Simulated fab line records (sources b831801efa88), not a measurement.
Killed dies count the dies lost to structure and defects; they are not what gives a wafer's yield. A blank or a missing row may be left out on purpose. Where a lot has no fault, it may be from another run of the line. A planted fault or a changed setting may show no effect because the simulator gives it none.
The tool behind it: which one? | flow gf180mcu | 13 lots with 37 wafers sampled at 5 steps, on a route of 602 steps

== WHAT THE GAUGES SHOWED, per wafer ==
GF_MVPSD_OVL_MEAS_07.
lot  | measured     | on         | MVPSD_OVL (nm)
L858 | day 5 04:35  | overlay-01 | -1.2 -0.5 -1.1
L859 | day 5 12:33  | overlay-01 | 0.0 1.3 -1.4
L860 | day 5 20:02  | overlay-01 | -0.4 -0.3 -2.0
L861 | day 5 22:35  | overlay-01 | -1.4 -2.4 -2.0
L866 | day 7 04:32  | overlay-02 | -5.6 -2.0
L867 | day 7 09:34  | overlay-02 | 0.0 1.1 1.0
L868 | day 7 13:28  | overlay-01 | -2.9 0.0
L872 | day 8 19:58  | overlay-02 | -4.5 -2.4 -1.9
L875 | day 9 10:48  | overlay-02 | -0.4 -0.2 -1.0
L876 | day 9 18:55  | overlay-02 | -1.5 -2.3 -1.5
L877 | day 10 02:01 | overlay-02 | 2.4 1.1 -0.9
L879 | day 10 12:35 | overlay-02 | -1.0 -0.5 -3.2
L880 | day 10 16:06 | overlay-02 | -2.5 -2.4 0.1

GF_MVPSD_TW_MEAS_11.
lot  | measured     | on           | MVPSD_TW
L858 | day 5 05:01  | filmMetro-04 | 555 558 559
L859 | day 5 12:59  | filmMetro-03 | 540 545 541
L860 | day 5 20:28  | filmMetro-03 | 541 542 539
L861 | day 5 23:01  | filmMetro-03 | 543 541 539
L866 | day 7 04:58  | filmMetro-01 | 558 554
L867 | day 7 10:00  | filmMetro-04 | 558 557 555
L868 | day 7 13:55  | filmMetro-03 | 540 542
L872 | day 8 20:25  | filmMetro-04 | 556 557 557
L875 | day 9 11:14  | filmMetro-03 | 537 535 538
L876 | day 9 19:21  | filmMetro-03 | 538 535 538
L877 | day 10 02:28 | filmMetro-04 | 554 557 554
L879 | day 10 13:01 | filmMetro-01 | 556 552 554
L880 | day 10 16:32 | filmMetro-01 | 555 555 553

GF_VT_IMPLANT_TW_MEAS_32.
lot  | measured     | on           | VT_IMPLANT_3_TW
L858 | day 6 23:17  | filmMetro-03 | 263.6 263.8 262.7
L859 | day 7 09:11  | filmMetro-02 | 269.2 266.5 267.5
L860 | day 7 17:28  | filmMetro-01 | 268.5 269.5 271.0
L861 | day 7 19:35  | filmMetro-03 | 263.6 262.1 260.6
L866 | day 9 05:10  | filmMetro-02 | 267.5 267.0
L867 | day 9 09:48  | filmMetro-01 | 267.9 268.8 266.9
L868 | day 9 14:28  | filmMetro-02 | 266.1 267.3
L872 | day 11 00:57 | filmMetro-02 | 269.5 267.3 266.8
L875 | day 11 19:32 | filmMetro-01 | 268.4 269.4 269.5
L876 | day 12 03:02 | filmMetro-01 | 266.9 268.6 268.6
L877 | day 12 10:50 | filmMetro-02 | 265.8 266.8 265.9
L879 | day 12 22:53 | filmMetro-02 | 265.7 266.6 267.2
L880 | day 13 02:11 | filmMetro-02 | 266.5 268.8 268.3

GF_PASSIVATION_THK_MEAS_01.
lot  | measured     | on           | PASSIVATION_CVD_00_THK (nm)
L858 | day 28 01:29 | filmMetro-01 | 993 990 1004
L859 | day 28 15:10 | filmMetro-01 | 977 998 1007
L860 | day 28 23:07 | filmMetro-04 | 981 1013 1000
L861 | day 29 07:29 | filmMetro-01 | 990 984 1011
L866 | day 30 15:01 | filmMetro-01 | 984 1001 983 1002
L867 | day 31 02:08 | filmMetro-01 | 994 1003 993
L868 | day 31 04:25 | filmMetro-03 | 1010 1005 1010 1006
L872 | day 32 15:22 | filmMetro-03 | 999 1011 1002
L875 | day 33 07:54 | filmMetro-04 | 991 990 1012
L876 | day 33 15:42 | filmMetro-03 | 993 1004 1006
L877 | day 33 21:28 | filmMetro-04 | 1015 1007 998
L879 | day 34 03:10 | filmMetro-04 | 985 1013 1013
L880 | day 34 10:56 | filmMetro-03 | 995 1005 985

== WHAT TOOL EACH LOT RAN ON (gives the tool, then ch and the chambers of the sampled wafers, and finally the start) ==
lot  | GF_VT_IMPLANT_SOFTBAKE_14
L858 | lithoTrack-03 ch 0, day 6 01:08
L859 | lithoTrack-03 ch 0, day 6 10:12
L860 | lithoTrack-03 ch 0, day 6 18:33
L861 | lithoTrack-03 ch 0, day 6 20:27
L866 | lithoTrack-02 ch 0, day 8 04:56
L867 | lithoTrack-02 ch 0, day 8 08:49
L868 | lithoTrack-02 ch 0, day 8 13:58
L872 | lithoTrack-03 ch 0, day 9 21:18
L875 | lithoTrack-01 ch 0, day 10 14:38
L876 | lithoTrack-01 ch 0, day 10 22:24
L877 | lithoTrack-01 ch 0, day 11 05:30
L879 | lithoTrack-03 ch 0, day 11 16:48
L880 | lithoTrack-02 ch 0, day 11 20:40
- GF_VT_IMPLANT_SOFTBAKE_14: time 60 s.

== WHAT THE TOOLS THEMSELVES READ (means of the sampled wafers that have a number; where no wafer has one, the mark that the record gives instead) ==
GF_VT_IMPLANT_SOFTBAKE_14.
lot  | tool          | chillPlateTempC (C) | runLengthS (s)
L858 | lithoTrack-03 | 22.88               | 89.43
L859 | lithoTrack-03 | 22.97               | 89.43
L860 | lithoTrack-03 | 22.97               | 89.43
L861 | lithoTrack-03 | 23.04               | 89.30
L866 | lithoTrack-02 | 23.08               | 93.25
L867 | lithoTrack-02 | 22.98               | 94.66
L868 | lithoTrack-02 | 23.05               | 93.38
L872 | lithoTrack-03 | 23.08               | 89.35
L875 | lithoTrack-01 | 23.06               | 89.10
L876 | lithoTrack-01 | 23.00               | 89.25
L877 | lithoTrack-01 | 23.21               | 89.20
L879 | lithoTrack-03 | 22.93               | 89.40
L880 | lithoTrack-02 | 23.11               | 89.31

== THE ANSWER, worked out from the rows above alone ==
Rule: the usual values come from the lots themselves. The widest of any qualifying gaps counts: lots, ordered by their means at a reading, are off when they make up no more than a third of the lots, leave a main group of 4 or more, and stand apart from it by 3 or more times the standard deviation of that group's means. The tables above print the reading to a certain number of digits; a main group whose means all agree to those digits is not used. A lot without any number at a reading at which 4 lots or more have one is off too. The other lots that the step has rows for count as sound. After the gauges, taken in route order, come the tools' own readings; for these a lot's mean is taken, as printed above. The first step at which some lot is off is used, and at that step the reading that is off furthest; a lot without a number counts as furthest.
Off, at GF_VT_IMPLANT_SOFTBAKE_14 on runLengthS: L866, L867, L868. For the main group the mean is 89.32 s and the standard deviation 0.11.
A tool fits if, at that step or a process step before it, it ran every lot that is off, and no sound lot after the first of them. No candidate that was tried fits.

== WHAT THE SIMULATOR PUT IN ==
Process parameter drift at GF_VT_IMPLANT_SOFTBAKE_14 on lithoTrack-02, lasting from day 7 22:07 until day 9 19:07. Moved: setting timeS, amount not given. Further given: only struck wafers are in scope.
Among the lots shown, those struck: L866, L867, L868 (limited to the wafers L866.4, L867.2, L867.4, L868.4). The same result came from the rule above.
